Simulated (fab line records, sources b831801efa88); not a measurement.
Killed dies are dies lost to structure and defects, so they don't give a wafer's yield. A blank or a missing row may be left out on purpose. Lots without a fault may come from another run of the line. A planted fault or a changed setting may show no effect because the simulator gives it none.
One fault seen from 2 desks | flow sky130 | each desk has only its own numbers; what lay behind them comes last

THE TOOL OWNER'S DESK: pvd_sputter-01
The tool's own readings at SKY_LI_CONTACT_SPUTTER_19 (material Ti, target thk 20 nm, time 106.37 s): means of the sampled wafers that have a number, for each lot that ran on this tool. A lot is out of limits, marked OUT, if its mean lies more than 4 standard deviations from the usual mean; the brackets give that distance.
Columns: A = cathode_dc_power_W at SKY_LI_CONTACT_SPUTTER_19, usual 2499.9 W; B = substrate_temp_c at SKY_LI_CONTACT_SPUTTER_19, usual 199.99 C; C = throttle_valve_pct at SKY_LI_CONTACT_SPUTTER_19, usual 29.9 %
lot  | first seen here | A                | B      | C
L197 | day 28 22:53    | 2500.0           | 199.91 | 29.7
L199 | day 31 06:40    | 2500.2           | 200.10 | 30.4
L201 | day 31 17:47    | 2499.9           | 200.05 | 29.9
L205 | day 32 18:34    | 2500.3           | 199.93 | 30.1
L213 | day 34 16:05    | 2464.6 (-79) OUT | 199.94 | 29.6
L214 | day 34 22:47    | 2464.4 (-79) OUT | 200.06 | 29.7
This desk's finding: out of limits on L213, L214; first on L213, day 34 16:05 (cathode_dc_power_W at SKY_LI_CONTACT_SPUTTER_19). In limits: L197, L199, L201, L205.

THE METROLOGY DESK
What the gauges read, lot by lot, whatever tool the lot ran on: means of the sampled wafers that have a number. A lot is out of limits, marked OUT, if its mean lies more than 4 standard deviations from the usual mean; the brackets give that distance.
Columns: A = SD_N_TW at SKY_SD_N_TW_MEAS_12, usual 4030; B = SD_P_RS at SKY_SD_N_RS_MEAS_17, usual 147.0 ohm/sq; C = cd_nm at SKY_LI_CONTACT_CD_MEAS_12, usual 170.4 nm
lot  | first seen here | A    | B     | C
L196 | day 27 11:24    | 4000 | 146.7 | 171.6
L197 | day 27 17:33    | 4016 | 146.9 | 169.2
L198 | day 28 07:25    | 4025 | 146.7 | 171.2
L199 | day 30 00:43    | 4005 | 147.2 | 168.9
L201 | day 30 12:40    | 4097 | 146.6 | 170.2
L204 | day 31 07:55    | 4073 | 147.4 | 172.6
L206 | day 31 13:26    | 4061 | 147.2 | 172.6
L205 | day 31 14:04    | 3990 | 147.3 | 170.6
L209 | day 32 11:28    | 3979 | 146.6 | 171.6
L213 | day 33 11:53    | 4048 | 147.7 | 169.1
L214 | day 33 19:00    | 4020 | 146.4 | 169.3
L215 | day 34 01:41    | 4038 | 146.6 | 168.3
L218 | day 35 02:26    | 3940 | 147.1 | 169.5
L219 | day 35 09:19    | 4036 | 147.1 | 170.9
This desk's finding: nothing out of limits on any of the 14 lots.

PUT TOGETHER
The tool owner's desk could have raised an alarm at day 34 16:05, on L213, L214.
The metrology desk saw nothing out of limits.
The metrology desk has L213, L214 on record, within its limits.
Of the lots named, all ran SKY_LI_CONTACT_SPUTTER_19 on pvd_sputter-01.

WHAT THE SIMULATOR HAD PUT IN
Process parameter drift: pvd_sputter-01, from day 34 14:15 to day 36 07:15, at SKY_LI_CONTACT_SPUTTER_19. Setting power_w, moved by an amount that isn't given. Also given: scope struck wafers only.
Lots struck among those shown: L213, L214.
Hours from the fault's start to each desk's first reading out of limits: the tool owner's desk, 2.
